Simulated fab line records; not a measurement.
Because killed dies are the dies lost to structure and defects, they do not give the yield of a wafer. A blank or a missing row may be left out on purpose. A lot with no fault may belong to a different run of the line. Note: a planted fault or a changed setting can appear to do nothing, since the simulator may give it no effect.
Check for tools in common ; flow sky130 ; Lots sampled 12, wafers sampled 36

== REASON FOR OPENING ==
2 of 12 lots carry a flag on the reading LDD_HVP_TW at SKY_LDD_HVP_TW_MEAS_10. Fault-free wafers read 459, with a standard deviation of 4.9.
Rule: a lot is flagged when every wafer of it that has a number lies more than 4 standard deviations from that mean, or none has a number. The other lots count as sound.

lot;measured;on;LDD_HVP_TW, wafer by wafer;flag
L307;day 21 06:50;film_metro-03;457 458 459;
L309;day 22 12:50;film_metro-04;464 464 464;
L310;day 22 23:59;film_metro-03;460 457 459;
L311;day 23 03:07;film_metro-02;454 454 454;
L312;day 23 15:01;film_metro-03;460 454 456;
L314;day 24 08:41;film_metro-04;462 463 464;
L317;day 25 16:03;film_metro-04;469 466 466;
L316;day 25 17:10;film_metro-03;703 700 702;FLAGGED
L318;day 25 22:58;film_metro-03;701 700 699;FLAGGED
L326;day 28 14:11;film_metro-03;456 455 455;
L327;day 28 22:22;film_metro-03;458 456 453;
L328;day 28 22:40;film_metro-04;465 466 464;
The mean of the flagged lots' numbers is 701, +242 from the usual (+49 standard deviations).

== LOT BY LOT: THE TOOL USED ==
The record keeps 1 process step preceding the reading, out of 708 steps on the route. Every cell lists first the tool, next ch and the chambers used by the sampled wafers, and last the start.
lot;flag;SKY_LDD_P_COAT_02
L307;;litho_track-04 ch 0, day 18 01:04
L309;;litho_track-04 ch 0, day 19 06:55
L310;;litho_track-04 ch 0, day 19 18:11
L311;;litho_track-01 ch 0, day 19 21:34
L312;;litho_track-04 ch 0, day 20 09:35
L314;;litho_track-01 ch 0, day 21 02:25
L317;;litho_track-04 ch 0, day 22 14:38
L316;FLAGGED;litho_track-04, day 22 15:34
L318;FLAGGED;litho_track-04, day 22 19:59
L326;;litho_track-04 ch 0, day 25 14:32
L327;;litho_track-04 ch 0, day 25 23:25
L328;;litho_track-02 ch 0, day 25 23:34
What is done by these steps:
- SKY_LDD_P_COAT_02: resist thk 1140 nm.
- SKY_LDD_HVP_TW_MEAS_10

== FLAGGED OVER TOTAL, TOOL BY TOOL (the gauges that took the reading come last) ==
step;tool;lots run;flagged;share of the flagged lots;sound lots run after its first flagged lot
SKY_LDD_P_COAT_02;litho_track-01;2;0;none;-
SKY_LDD_P_COAT_02;litho_track-02;1;0;none;-
SKY_LDD_P_COAT_02;litho_track-04;9;2;all;2 (L326,L327)
SKY_LDD_HVP_TW_MEAS_10;film_metro-02;1;0;none;-
SKY_LDD_HVP_TW_MEAS_10;film_metro-03;7;2;all;2 (L326,L327)
SKY_LDD_HVP_TW_MEAS_10;film_metro-04;4;0;none;-

== WHAT THE TABLE ALLOWS ==
2 rows of the table ran every flagged lot: litho_track-04 at SKY_LDD_P_COAT_02, film_metro-03 at SKY_LDD_HVP_TW_MEAS_10.
- litho_track-04 at SKY_LDD_P_COAT_02: 2 of its 9 lots flagged. After the first flagged lot (L326, L327), sound lots still ran on it; a lasting fault on the whole tool would not permit that. On the flagged lots its readings are blank where sound lots have values: chill_plate_temp_C, dispense_pressure_kPa, exhaust_pa.
- film_metro-03 at SKY_LDD_HVP_TW_MEAS_10: 2 of its 7 lots flagged. After the first flagged lot (L326, L327), sound lots still ran on it; a lasting fault on the whole tool would not permit that.
Every row of the table either missed a flagged lot or ran a sound lot after the first.

== WHAT WAS PUT IN BY THE SIMULATOR ==
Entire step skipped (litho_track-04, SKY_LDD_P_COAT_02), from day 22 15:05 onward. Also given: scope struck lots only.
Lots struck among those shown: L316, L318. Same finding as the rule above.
